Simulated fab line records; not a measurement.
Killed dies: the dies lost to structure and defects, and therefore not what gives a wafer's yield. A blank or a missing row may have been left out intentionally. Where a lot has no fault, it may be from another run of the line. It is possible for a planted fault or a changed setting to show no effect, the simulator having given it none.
Which of the tools did it? ; flow gf180mcu ; 42 wafers from 14 lots sampled at 3 of the route's 602 steps

WHAT EACH GAUGE READ, for each wafer
GF_HV_LDD_RS_MEAS_53: measures by four-point-probe.
lot;measured;on;HV_LDD_RS (ohm/sq)
L981;day 12 05:23;film metro-04;420.6 419.6 418.9
L982;day 12 17:55;film metro-03;419.1 419.7 420.0
L983;day 13 04:11;film metro-03;419.8 419.1 420.1
L984;day 13 09:49;film metro-04;419.9 418.8 419.5
L988;day 14 20:58;film metro-04;418.7 418.4 419.8
L989;day 15 00:34;film metro-03;418.7 419.4 417.7
L990;day 15 15:17;film metro-03;419.7 419.2 419.0
L991;day 15 18:07;film metro-04;417.9 417.9 419.8
L992;day 16 02:12;film metro-04;418.3 418.7 419.6
L999;day 18 11:40;film metro-01;- - -
L100;day 18 18:44;film metro-01;- - -
L101;day 19 05:19;film metro-04;419.6 420.1 420.7
L102;day 19 13:19;film metro-01;417.0 418.7 418.5
L104;day 19 23:25;film metro-01;419.4 419.1 418.5

GF_CONTACT_RS_MEAS_25: measures by four-point-probe.
lot;measured;on;CONTACT_W_RS (ohm/sq)
L981;day 15 23:40;film metro-03;0.381 0.381 0.378
L982;day 16 13:04;film metro-03;0.388 0.391 0.386
L983;day 16 23:04;film metro-04;0.381 0.385 0.387
L984;day 17 05:56;film metro-04;0.389 0.389 0.387
L988;day 18 22:35;film metro-04;0.383 0.379 0.378
L989;day 19 03:58;film metro-03;0.386 0.395 0.389
L990;day 19 18:26;film metro-04;0.378 0.381 0.383
L991;day 19 21:24;film metro-04;0.385 0.387 0.381
L992;day 20 06:37;film metro-01;0.387 0.386 0.384
L999;day 22 17:40;film metro-03;0.385 0.384 0.388
L100;day 23 01:01;film metro-04;0.384 0.387 0.388
L101;day 23 10:49;film metro-04;0.388 0.386 0.379
L102;day 23 18:31;film metro-04;0.384 0.382 0.386
L104;day 24 05:12;film metro-01;0.386 0.384 0.384

EACH LOT AND THE TOOL THAT RAN IT (in order: tool; ch and the chambers of the sampled wafers; start)
lot;GF_HV_LDD_IMPLANT_34
L981;implanter-03 ch 0, day 11 09:41
L982;implanter-02 ch 0, day 11 21:38
L983;implanter-04 ch 0, day 12 07:43
L984;implanter-04 ch 0, day 12 13:17
L988;implanter-02 ch 0, day 13 23:03
L989;implanter-02 ch 0, day 14 01:59
L990;implanter-03 ch 0, day 14 16:34
L991;implanter-03 ch 0, day 14 20:17
L992;implanter-03 ch 0, day 15 03:05
L999;implanter-03 ch 0, day 17 10:59
L100;implanter-03 ch 0, day 17 18:10
L101;implanter-04 ch 0, day 18 03:57
L102;implanter-04 ch 0, day 18 11:57
L104;implanter-04 ch 0, day 18 22:06
- GF_HV_LDD_IMPLANT_34

WHAT THE TOOLS THEMSELVES READ (means of the sampled wafers that have a number; where no wafer has one, the mark that the record gives instead)
The record holds no such reading with a usual standard deviation.

THE ANSWER, worked out from the rows above alone
Rule: the lots themselves supply what counts as usual. Put in order of their means at a reading, lots are off if they are a third of the lots or fewer, leave a main group of 4 or more, and stand apart from it by a gap of 3 or more times the standard deviation of the main group's means; of several such gaps the widest counts. A main group is skipped when, at the precision printed for the reading in the tables above, its means are all equal. A lot without any number at a reading at which 4 lots or more have one is off too. Any other lot the step has rows for is counted as sound. First the gauges in route order, then the tools' own readings, where a lot's mean is used as printed above. At the first step where some lot is off, the reading lying furthest off is the one used; lots without a number count as furthest.
Off: L999, L100, seen at GF_HV_LDD_RS_MEAS_53 (HV_LDD_RS). Without a number there: L999, L100. The main group has a mean of 419.2 ohm/sq with a standard deviation of 0.56.
If a tool, at a process step before that reading, ran all the lots that are off and no sound lot after the first of them, it fits. Gauges at GF_HV_LDD_RS_MEAS_53: tried the same way as those tools. One fits: implanter-03 at GF_HV_LDD_IMPLANT_34. A fault onset in the window from L992 (day 15 03:05, its last sound lot) to L999 (day 17 10:59, its first lot off) fits.

WHAT THE SIMULATOR PUT IN
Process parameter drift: implanter-03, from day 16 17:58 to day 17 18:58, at GF_HV_LDD_IMPLANT_34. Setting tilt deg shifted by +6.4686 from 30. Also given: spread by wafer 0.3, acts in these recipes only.
Lots struck among those shown: L999, L100. The same result came from the rule above.
